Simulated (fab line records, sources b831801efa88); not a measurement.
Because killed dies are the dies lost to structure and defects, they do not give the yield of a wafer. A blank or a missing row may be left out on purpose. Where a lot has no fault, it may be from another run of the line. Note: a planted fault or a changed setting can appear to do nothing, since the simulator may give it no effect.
2 desks, one fault    flow sky130    what lay behind the numbers comes last; until then each desk has only its own

TOOL OWNER'S DESK, implanter-03
SKY_NWELL_IMPLANT_11, tool's own readings: per-lot mean of the sampled wafers with a number, covering each lot this tool ran. Any lot whose mean is over 4 standard deviations away from the usual mean is out of limits and marked OUT; that distance is given in the brackets.
Columns: A = beam energy keV at SKY_NWELL_IMPLANT_11, usual 400.02
lot   first seen here  A
L140  day 4 10:57      399.96
L141  day 4 16:44      399.96
L146  day 5 19:11      400.15
L151  day 7 08:49      400.05
L152  day 7 13:14      400.09
L153  day 7 16:36      399.94
L156  day 8 09:30      374.45 (-99 or more) OUT
L158  day 9 00:46      374.48 (-99 or more) OUT
Finding of this desk: L156, L158 out of limits; the first was L156 at day 8 09:30, on beam energy keV at SKY_NWELL_IMPLANT_11. L140, L141, L146, L151, L152, L153 stayed within limits.

AT THE METROLOGY DESK
Lot by lot, what the gauges showed, no matter which tool ran the lot: averages of those sampled wafers that carry a number. Any lot whose mean is over 4 standard deviations away from the usual mean is out of limits and marked OUT; that distance is given in the brackets.
Columns: A = NWELL_RS at SKY_NWELL_RS_MEAS_29, usual 625.0 ohm/sq; B = VT_ADJUST_LVTN_TW at SKY_VT_ADJUST_LVTN_TW_MEAS_10, usual 242.6
lot   first seen here  A                 B
L140  day 5 04:57      624.7             241.2
L141  day 5 11:42      623.6             246.5
L143  day 6 01:07      624.9             240.1
L144  day 6 08:50      625.8             240.7
L146  day 6 14:35      624.3             246.3
L148  day 7 09:55      627.0             240.3
L151  day 8 05:31      623.4             241.7
L152  day 8 10:23      623.9             240.6
L153  day 8 13:05      625.2             242.4
L156  day 9 07:28      631.5 (+4.1) OUT  241.5
L157  day 9 15:16      625.6             241.1
L158  day 9 23:29      635.9 (+6.8) OUT  242.5
This desk reports L156, L158 out of limits; the earliest was L156 at day 9 07:28 (NWELL_RS at SKY_NWELL_RS_MEAS_29). L140, L141, L143, L144, L146, L148, L151, L152, L153, L157 stayed within limits.

BROUGHT TOGETHER
On L156, L158, at day 8 09:30, an alarm was possible from the tool owner's desk.
Metrology desk: alarm possible at day 9 07:28 on L156, L158.
Every lot named ran SKY_NWELL_IMPLANT_11 on implanter-03.

WHAT THE SIMULATOR HAD PUT IN
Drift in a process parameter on implanter-03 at SKY_NWELL_IMPLANT_11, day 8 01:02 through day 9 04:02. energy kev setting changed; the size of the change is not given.
Lots struck among those shown: L156, L158.
Fault start to first reading out of limits, in hours, per desk: tool owner, 8; metrology, 30.
